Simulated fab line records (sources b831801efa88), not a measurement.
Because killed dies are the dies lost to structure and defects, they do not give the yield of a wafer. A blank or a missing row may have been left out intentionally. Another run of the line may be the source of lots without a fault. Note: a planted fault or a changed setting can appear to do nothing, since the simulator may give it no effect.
Matching of chambers + flow gf180mcu + GF_STI_CMP_25 on cmp-01: 4 sister chambers
The step polishes, stops on Si3N4, t overpolish 33 s, target thk 524.6 nm. 14 wafers are shown with their chamber, then 7 later ones without.

WAFERS WITH THEIR CHAMBER
| wafer  | chamber | time to endpoint s (s) | motor current A (A) | overpolish run s (s) |
|--------|---------|------------------------|---------------------|----------------------|
| L949.2 | 3       | 118                    | 10.0                | 33.020               |
| L949.3 | 1       | 124                    | 9.3                 | 33.017               |
| L949.4 | 0       | 123                    | 12.0                | 32.991               |
| L951.2 | 2       | 141                    | 11.2                | 33.008               |
| L951.5 | 2       | 139                    | 11.1                | 32.993               |
| L951.6 | 3       | 120                    | 9.9                 | 32.991               |
| L953.1 | 1       | 128                    | 10.0                | 32.987               |
| L953.4 | 3       | 116                    | 9.7                 | 32.998               |
| L953.6 | 1       | 131                    | 9.3                 | 32.991               |
| L956.3 | 2       | 132                    | 10.6                | 33.001               |
| L956.4 | 1       | 125                    | 10.0                | 33.005               |
| L956.5 | 2       | 134                    | 10.9                | 33.010               |
| L964.2 | 1       | 120                    | 10.1                | 32.987               |
| L964.3 | 0       | 121                    | 11.0                | 33.000               |

SIGNATURES (averages over the wafers above)
| reading            | chamber 0 | chamber 1 | chamber 2 | chamber 3 | scatter within a chamber |
|--------------------|-----------|-----------|-----------|-----------|--------------------------|
| time to endpoint s | 122.00    | 125.60    | 136.50    | 118.00    | 3.64                     |
| motor current A    | 11.500    | 9.740     | 10.950    | 9.867     | 0.375                    |
| overpolish run s   | 32.99550  | 32.99740  | 33.00300  | 33.00300  | 0.0117                   |
Rule: distance of a wafer from a chamber = root of the sum over the readings of ((wafer's reading minus chamber's mean) / reading's scatter) squared. If the next closest chamber is less than 2 further off than the closest, the wafer can't be placed; otherwise it belongs to the closest. The scatter: the root of (the sum of the squares of (reading less its chamber's mean) over the shown wafers, divided by (wafers less chambers)).

WAFERS WHOSE CHAMBER IS MISSING
| wafer  | time to endpoint s (s) | motor current A (A) | overpolish run s (s) |
|--------|------------------------|---------------------|----------------------|
| L964.5 | 111                    | 10.0                | 33.009               |
| L966.2 | 121                    | 9.7                 | 32.990               |
| L966.3 | 111                    | 10.1                | 33.002               |
| L966.4 | 129                    | 10.9                | 32.979               |
| L971.1 | 113                    | 9.6                 | 32.992               |
| L971.2 | 126                    | 12.4                | 32.998               |
| L971.5 | 125                    | 12.1                | 32.994               |

EACH ONE'S CHAMBER
| wafer  | from the rows above               | in truth |
|--------|-----------------------------------|----------|
| L964.5 | 3                                 | 3        |
| L966.2 | can't be placed: 1 or 3           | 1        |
| L966.3 | 3                                 | 3        |
| L966.4 | can't be placed: 0 or 2 or 1 or 3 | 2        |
| L971.1 | can't be placed: 3 or 1           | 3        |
| L971.2 | 0                                 | 0        |
| L971.5 | 0                                 | 0        |
4 of 7 placed correctly. Can't be placed from these rows: 3 (the true chamber is among the candidates in 3). Number placed wrongly: 0.
